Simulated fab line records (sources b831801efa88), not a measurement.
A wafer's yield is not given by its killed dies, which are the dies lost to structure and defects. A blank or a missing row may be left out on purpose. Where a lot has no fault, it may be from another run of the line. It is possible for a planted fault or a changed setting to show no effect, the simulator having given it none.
The tool behind it: which one? | flow sky130 | 12 lots, 36 wafers sampled, at 5 steps of a route of 708

WHAT THE GAUGES READ, wafer by wafer
SKY_LOCAL_INTERCONNECT_CD_MEAS_11 targets a cd of 170 nm.
lot  | measured     | on        | cd nm (nm)
L463 | day 31 04:44 | cd sem-02 | 169.5 168.0 168.4
L465 | day 32 02:52 | cd sem-02 | 169.4 169.8 170.5
L464 | day 32 06:25 | cd sem-01 | 169.6 169.6 169.0
L468 | day 33 00:01 | cd sem-01 | 172.5 170.9 170.5
L470 | day 33 08:46 | cd sem-02 | 169.2 170.5 168.9
L469 | day 33 10:45 | cd sem-01 | 172.6 171.7 171.5
L474 | day 34 20:32 | cd sem-02 | 171.7 173.3 170.5
L476 | day 35 10:49 | cd sem-01 | 170.0 170.2 169.3
L479 | day 36 08:31 | cd sem-01 | 171.2 173.1 170.3
L483 | day 37 13:16 | cd sem-01 | 171.8 171.3 172.2
L484 | day 37 18:53 | cd sem-01 | 172.9 172.6 172.8
L485 | day 37 21:47 | cd sem-01 | 171.4 170.9 171.1

SKY_CONTACT_CD_MEAS_14 targets a cd of 170 nm.
lot  | measured     | on        | cd nm (nm)
L463 | day 32 09:43 | cd sem-02 | 170.3 169.5 169.3
L465 | day 33 08:07 | cd sem-01 | 171.6 172.1 170.6
L464 | day 33 11:19 | cd sem-01 | 170.9 168.3 169.6
L468 | day 34 07:19 | cd sem-01 | 168.7 169.4 170.3
L470 | day 34 14:14 | cd sem-01 | 170.3 171.6 169.4
L469 | day 34 15:14 | cd sem-01 | 145.8 145.7 146.8
L474 | day 36 01:16 | cd sem-01 | 152.2 154.1 153.0
L476 | day 36 15:27 | cd sem-02 | 166.9 167.6 167.7
L479 | day 37 12:52 | cd sem-02 | 168.7 169.1 169.6
L483 | day 38 17:03 | cd sem-01 | 170.4 169.6 170.4
L484 | day 38 22:20 | cd sem-01 | 169.2 170.0 168.9
L485 | day 39 01:58 | cd sem-01 | 167.8 169.5 170.9

WHAT TOOL EACH LOT RAN ON (gives the tool, then ch and the chambers of the sampled wafers, and finally the start)
lot  | SKY_LI_CONTACT_CVD_21         | SKY_LOCAL_INTERCONNECT_ETCH_13    | SKY_CONTACT_EXPOSE_11
L463 | cvd w-01 ch 0,1, day 29 23:46 | rie metal-02 ch 0,1, day 31 04:53 | krf scanner-01 ch 0, day 31 20:52
L465 | cvd w-02 ch 0,1, day 30 21:24 | rie metal-01 ch 0,1, day 32 03:02 | krf scanner-01 ch 0, day 32 18:58
L464 | cvd w-01 ch 0,1, day 31 01:27 | rie metal-01 ch 0,1, day 32 06:35 | krf scanner-02 ch 0, day 32 22:08
L468 | cvd w-02 ch 0,1, day 31 21:56 | rie metal-02 ch 1, day 33 00:11   | krf scanner-02 ch 0, day 33 17:45
L470 | cvd w-01 ch 0,1, day 32 04:32 | rie metal-02 ch 0,1, day 33 08:56 | krf scanner-02 ch 0, day 34 00:31
L469 | cvd w-01 ch 0,1, day 32 05:32 | rie metal-02 ch 0,1, day 33 10:53 | krf scanner-02 ch 0, day 34 02:17
L474 | cvd w-01 ch 0, day 33 16:45   | rie metal-01 ch 0, day 34 20:41   | krf scanner-02 ch 0, day 35 11:56
L476 | cvd w-02 ch 0,1, day 34 07:12 | rie metal-01 ch 0,1, day 35 10:57 | krf scanner-01 ch 0, day 36 01:59
L479 | cvd w-01 ch 0,1, day 35 05:38 | rie metal-03 ch 0, day 36 08:41   | krf scanner-01 ch 0, day 36 23:46
L483 | cvd w-01 ch 0,1, day 36 09:34 | rie metal-03 ch 0,1, day 37 13:24 | krf scanner-01 ch 0, day 38 04:26
L484 | cvd w-02 ch 0,1, day 36 16:28 | rie metal-02 ch 1, day 37 19:02   | krf scanner-01 ch 0, day 38 09:46
L485 | cvd w-01 ch 1, day 36 18:23   | rie metal-02 ch 0,1, day 37 21:56 | krf scanner-01 ch 0, day 38 13:04
- SKY_LI_CONTACT_CVD_21: deposits W, target thk 400 nm, time 120.56 s.
- SKY_LOCAL_INTERCONNECT_ETCH_13: etches BARC in N2/H2, stops on SiO2, time 45.9 s, target depth 60 nm.
- SKY_CONTACT_EXPOSE_11: exposes mask CTM1, target cd 170 nm.

WHAT THE TOOLS THEMSELVES READ (means of the sampled wafers that have a number; where no wafer has one, the mark that the record gives instead)
SKY_LI_CONTACT_CVD_21.
lot  | tool     | heater power w (W) | susceptor temp C (C)
L463 | cvd w-01 | 847                | 399.66
L465 | cvd w-02 | 823                | 399.87
L464 | cvd w-01 | 908                | 399.94
L468 | cvd w-02 | 793                | 399.87
L470 | cvd w-01 | 916                | 400.07
L469 | cvd w-01 | 920                | 399.97
L474 | cvd w-01 | 977                | 400.21
L476 | cvd w-02 | 840                | 400.02
L479 | cvd w-01 | 918                | 399.99
L483 | cvd w-01 | 920                | 399.84
L484 | cvd w-02 | 797                | 399.98
L485 | cvd w-01 | 792                | 399.69

SKY_LOCAL_INTERCONNECT_ETCH_13.
lot  | tool         | drypump motor current A (A) | h2 flow sccm (sccm) | n2 flow sccm (sccm) | oes product au (a.u.) | throttle valve pct (%)
L463 | rie metal-02 | 5.39                        | 200.2               | 100.00              | 0.852                 | 13.215
L465 | rie metal-01 | 5.43                        | 199.4               | 100.03              | 0.854                 | 13.228
L464 | rie metal-01 | 5.43                        | 200.0               | 99.65               | 0.858                 | 13.233
L468 | rie metal-02 | 5.73                        | 200.5               | 100.14              | 0.853                 | 13.224
L470 | rie metal-02 | 5.39                        | 199.4               | 100.16              | 0.851                 | 13.220
L469 | rie metal-02 | 5.39                        | 199.9               | 99.98               | 0.855                 | 13.219
L474 | rie metal-01 | 5.76                        | 199.6               | 99.90               | 0.855                 | 13.213
L476 | rie metal-01 | 5.44                        | 199.9               | 100.21              | 0.860                 | 13.226
L479 | rie metal-03 | 5.03                        | 199.5               | 100.16              | 0.854                 | 13.227
L483 | rie metal-03 | 5.43                        | 199.5               | 100.29              | 0.854                 | 13.234
L484 | rie metal-02 | 5.72                        | 200.3               | 99.96               | 0.856                 | 13.227
L485 | rie metal-02 | 5.40                        | 200.4               | 100.25              | 0.858                 | 13.227

SKY_CONTACT_EXPOSE_11.
lot  | tool           | exposure dose mJ cm2
L463 | krf scanner-01 | 37.92
L465 | krf scanner-01 | 37.97
L464 | krf scanner-02 | 37.99
L468 | krf scanner-02 | 38.00
L470 | krf scanner-02 | 38.05
L469 | krf scanner-02 | 33.66
L474 | krf scanner-02 | 34.61
L476 | krf scanner-01 | 37.95
L479 | krf scanner-01 | 37.92
L483 | krf scanner-01 | 37.94
L484 | krf scanner-01 | 37.96
L485 | krf scanner-01 | 37.93

THE ANSWER, worked out from the rows above alone
Rule: usual is defined by the lots themselves. Put in order of their means at a reading, lots are off if they are a third of the lots or fewer, leave a main group of 4 or more, and stand apart from it by a gap of 3 or more times the standard deviation of the main group's means; of several such gaps the widest counts. A main group whose means are all the same, to the digits that the tables above print for the reading, isn't used. A lot without any number at a reading at which 4 lots or more have one is off too. Any other lot the step has rows for is counted as sound. First the gauges in route order, then the tools' own readings, where a lot's mean is used as printed above. The first step at which some lot is off is used, and at that step the reading that is off furthest; a lot without a number counts as furthest.
Off: L469, L474 (SKY_CONTACT_CD_MEAS_14, cd nm). The main group has a mean of 169.6 nm with a standard deviation of 0.98.
A tool fits if, at a process step before that reading, it ran every lot that is off, and no sound lot after the first of them. The gauges at SKY_CONTACT_CD_MEAS_14 aren't tried: what is off there is off at SKY_CONTACT_EXPOSE_11 too, on other tools, and a gauge's error can't cause that. One candidate fits, namely krf scanner-02 at SKY_CONTACT_EXPOSE_11. Its last sound lot is L470 (day 34 00:31), its first lot that is off L469 (day 34 02:17): a fault that began between those two fits.
On the lots that are off, the tool's own readings at SKY_CONTACT_EXPOSE_11 differ by more than 5 times the standard deviation of the sound lots' means, which bears it out; exposure dose mJ cm2 reads 34.13 there versus 37.96 on the sound lots.

WHAT HAD BEEN PUT IN BY THE SIMULATOR
Drift in process parameters on krf scanner-02 at SKY_CONTACT_EXPOSE_11, starting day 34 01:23. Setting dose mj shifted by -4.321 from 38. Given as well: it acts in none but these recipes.
Lots struck among those shown: L469, L474. The same result came from the rule above.
